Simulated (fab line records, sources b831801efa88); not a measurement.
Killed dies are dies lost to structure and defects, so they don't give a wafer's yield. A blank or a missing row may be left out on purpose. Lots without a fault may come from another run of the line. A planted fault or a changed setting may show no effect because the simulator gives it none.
fab line records | flow sky130
record lots=14 wafers=42 last_day=50
route steps=708 shown RES_XHIGH@336
lots that met no fault: from a run of the same line without faults
start_h: hours from the record's first day to the start of the lot's first wafer shown | wait_h: hours since the lot's step before | " the same as in the row above | L1.1+2: a row that stands for several wafers | - no value, or no start given | * or withheld: withheld | < > ~ a bound
route shown NAME@n: a module of which the file shows steps, and the number in the route of the first | usual: mean/standard deviation of fault-free wafers | same: alike in all rows | chamber/n: place in a boat | sites: the reading at each site | _std_site: their standard deviation | _edge_site: outer sites' mean less inner sites' | radius_mm: how far each site lies from the wafer's centre | mask NAME#n: copy n | behind: the tool/chamber that last shaped the wafer | hold: why the lot was held/for how many hours/how that ended | device: the transistor (n, p or np) that didn't switch | end of line: the same wafers' tests at the end of the route | a step without rows: its recipe alone | killed: dies lost to structure and defects at the first sort, not the wafer's yield | map: a wafer's dies, x killed, . not, _ none there
set.NAME: the setting as run; set.NAME@STEP: as run at that earlier step | model.NAME: the simulator's own value behind a step, which no gauge read
steps of the route over a sample of lots; a table a step, a row a wafer
services: from which hour (start_h, from the record's first day; less than 0 if before it) a tool's chamber was out of use, for how many hours, and why
## steps
# step SKY_RES_XHIGH_EXPOSE_04
# recipe mask_id=URPM na=0.6 source_shape=conventional sigma_outer=0.6 polarization=unpolarized target_cd_nm=1270 dose_mj=140
# usual exposure_dose_mJ_cm2=140.00/0.14 focus_offset_nm=-0.1/0.6
# columns lot.wafer tool chamber start_h wait_h mask exposure_dose_mJ_cm2 focus_offset_nm
L251.4 iline_stepper-01 0 587.04 - URPM#0 140.16 0.0
L251.5 " 0 " " URPM#0 140.03 0.8
L251.6 " 0 " " URPM#0 140.09 0.4
L252.3 iline_stepper-01 0 596.92 - URPM#0 139.87 -0.6
L252.4 " 0 " " URPM#0 140.04 0.1
L252.5 " 0 " " URPM#0 139.87 0.4
L253.3 iline_stepper-02 0 610.96 - URPM#0 139.92 -0.1
L253.5 " 0 " " URPM#0 139.91 -1.8
L253.6 " 0 " " URPM#0 139.99 -0.1
L254.3 iline_stepper-01 0 618.56 - URPM#0 139.98 0.6
L254.4 " 0 " " URPM#0 139.90 0.0
L254.6 " 0 " " URPM#0 140.10 0.4
L255.2 iline_stepper-01 0 627.75 - URPM#0 140.04 -0.2
L255.4 " 0 " " URPM#0 140.04 0.3
L255.6 " 0 " " URPM#0 140.03 -1.0
L256.1 iline_stepper-02 0 634.08 - URPM#0 139.83 0.9
L256.5 " 0 " " URPM#0 139.99 0.2
L256.6 " 0 " " URPM#0 139.80 0.5
L257.1 iline_stepper-02 0 649.35 - URPM#0 139.89 -0.5
L257.4 " 0 " " URPM#0 139.87 0.0
L257.6 " 0 " " URPM#0 139.99 -0.9
L258.4 iline_stepper-01 0 654.04 - URPM#0 140.01 -1.0
L258.5 " 0 " " URPM#0 140.00 -1.1
L258.6 " 0 " " URPM#0 140.26 -0.6
L259.3 iline_stepper-02 0 667.92 - URPM#0 139.89 -0.5
L259.4 " 0 " " URPM#0 140.09 -0.2
L259.6 " 0 " " URPM#0 140.07 0.6
L260.2 iline_stepper-01 0 702.04 - URPM#0 140.15 -0.9
L260.4 " 0 " " URPM#0 140.00 -0.7
L260.6 " 0 " " URPM#0 139.90 -1.1
L263.1 iline_stepper-02 0 708.83 - URPM#0 140.28 -0.8
L263.4 " 0 " " URPM#0 140.05 -0.5
L263.5 " 0 " " URPM#0 140.24 -0.9
L269.2 iline_stepper-01 - 752.59 - URPM#0 - -
L269.4 " - " " URPM#0 - -
L269.5 " - " " URPM#0 - -
L270.3 iline_stepper-01 - 756.04 - URPM#0 - -
L270.4 " - " " URPM#0 - -
L270.6 " - " " URPM#0 - -
L274.1 iline_stepper-01 0 780.13 - URPM#0 140.03 -0.1
L274.4 " 0 " " URPM#0 140.03 0.0
L274.6 " 0 " " URPM#0 140.01 -0.3
# step SKY_RES_XHIGH_TW_MEAS_09
# usual RES_XHIGH_TW=1624/14
# columns lot.wafer tool chamber start_h wait_h RES_XHIGH_TW
L251.4 film_metro-01 - 601.59 0.1 1620
L251.5 " - " " 1620
L251.6 " - " " 1624
L252.3 film_metro-03 - 611.10 0.1 1639
L252.4 " - " " 1646
L252.5 " - " " 1639
L253.3 film_metro-01 - 625.52 0.1 1632
L253.5 " - " " 1626
L253.6 " - " " 1630
L254.3 film_metro-01 - 632.63 0.1 1636
L254.4 " - " " 1636
L254.6 " - " " 1644
L255.2 film_metro-01 - 641.87 0.1 1634
L255.4 " - " " 1629
L255.6 " - " " 1631
L256.1 film_metro-02 - 648.23 0.1 1604
L256.5 " - " " 1592
L256.6 " - " " 1609
L257.1 film_metro-03 - 663.58 0.1 1635
L257.4 " - " " 1643
L257.6 " - " " 1635
L258.4 film_metro-02 - 668.36 0.1 1613
L258.5 " - " " 1595
L258.6 " - " " 1611
L259.3 film_metro-03 - 681.60 0.1 1632
L259.4 " - " " 1632
L259.6 " - " " 1618
L260.2 film_metro-03 - 715.29 0.1 1635
L260.4 " - " " 1628
L260.6 " - " " 1623
L263.1 film_metro-03 - 722.81 0.1 1642
L263.4 " - " " 1626
L263.5 " - " " 1642
L269.2 film_metro-01 - 766.26 0.1 30
L269.4 " - " " 30
L269.5 " - " " 30
L270.3 film_metro-03 - 769.80 0.1 30
L270.4 " - " " 30
L270.6 " - " " 30
L274.1 film_metro-02 - 793.48 0.1 1600
L274.4 " - " " 1599
L274.6 " - " " 1612
## services
# columns tool chamber start_h hours kind
iline_stepper-02 - 617.47 1.7 pm
iline_stepper-02 - 654.33 8.9 pm
iline_stepper-02 - 674.56 4.4 pm
iline_stepper-01 - 687.97 3.5 repair
iline_stepper-02 - 774.39 28.9 pm
## key
first_sign step=SKY_RES_XHIGH_EXPOSE_04 reading=tool_record direction=missing
effect step=SKY_RES_XHIGH_TW_MEAS_09 reading=RES_XHIGH_TW direction=down sigmas=99+ usual=1624 struck=30
met_at SKY_RES_XHIGH_EXPOSE_04
struck_lots L269,L270
sort_left_out L269.2,L269.4,L269.5,L270.3,L270.4,L270.6
tester_left_out L269,L270
onset_between 702.04 752.59
fault kind=skipped_step_whole tool=iline_stepper-01 chamber=- onset_h=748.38 steps=SKY_RES_XHIGH_EXPOSE_04 scope=struck_lots_only
# tester_left_out: of these lots the tester's yield and bins aren't shown, on N5 and GAA mostly nor the transistor test; their killed dies are dies lost to structure and defects alone, not to doping, threshold or leakage, so they don't give the yield
# sort_left_out: the simulated sort isn't trusted on such a fault, so these wafers' sort isn't shown, and their yield isn't known
